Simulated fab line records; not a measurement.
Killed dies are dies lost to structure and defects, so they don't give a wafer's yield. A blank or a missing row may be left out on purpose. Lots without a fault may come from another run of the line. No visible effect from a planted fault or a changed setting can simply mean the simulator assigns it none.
What tool caused it?    flow gf180mcu    6 lots, 18 wafers sampled, at 2 steps of a route of 602

== WHAT THE GAUGES SHOWED, per wafer ==
GF_NSD_CD_MEAS_07: the cd target is 400 nm.
lot   measured      on         cd_nm (nm)
L461  day 13 18:53  cd_sem-02  398.2 395.9 399.5
L468  day 15 23:28  cd_sem-02  384.5 385.9 386.4 385.0 385.8 386.3
L472  day 17 11:40  cd_sem-02  402.6 402.7 401.7
L475  day 18 21:55  cd_sem-02  399.6 401.6 401.6
L479  day 20 00:55  cd_sem-01  395.6 398.9 397.1
L482  day 21 02:11  cd_sem-02  397.0 399.1 397.8

== WHAT TOOL EACH LOT RAN ON (gives the tool, then ch and the chambers of the sampled wafers, and finally the start) ==
lot   GF_NSD_COAT_02
L461  litho_track-03 ch 0, day 13 08:08
L468  litho_track-02 ch 0, day 15 12:46
L472  litho_track-03 ch 0, day 17 00:00
L475  litho_track-03 ch 0, day 18 09:20
L479  litho_track-02 ch 0, day 19 12:20
L482  litho_track-03 ch 0, day 20 14:08
- GF_NSD_COAT_02: resist thk 1000 nm.

== THE ANSWER, worked out from the rows above alone ==
Rule: what is usual is taken from the lots themselves. The widest of any qualifying gaps counts: lots, ordered by their means at a reading, are off when they make up no more than a third of the lots, leave a main group of 4 or more, and stand apart from it by 3 or more times the standard deviation of that group's means. A main group is skipped when, at the precision printed for the reading in the tables above, its means are all equal. Also off: a lot with no number at a reading for which 4 or more lots have one. Where the step has rows for the other lots, those lots are counted as sound.
Off: L468, at GF_NSD_CD_MEAS_07 (cd_nm). Main group: mean 399.3 nm, sd 2.
If a tool, at a process step before that reading, ran all the lots that are off and no sound lot after the first of them, it fits. The gauges at GF_NSD_CD_MEAS_07 are tried like those tools. Of those tried, none fits.

== WHAT THE SIMULATOR HAD INSERTED ==
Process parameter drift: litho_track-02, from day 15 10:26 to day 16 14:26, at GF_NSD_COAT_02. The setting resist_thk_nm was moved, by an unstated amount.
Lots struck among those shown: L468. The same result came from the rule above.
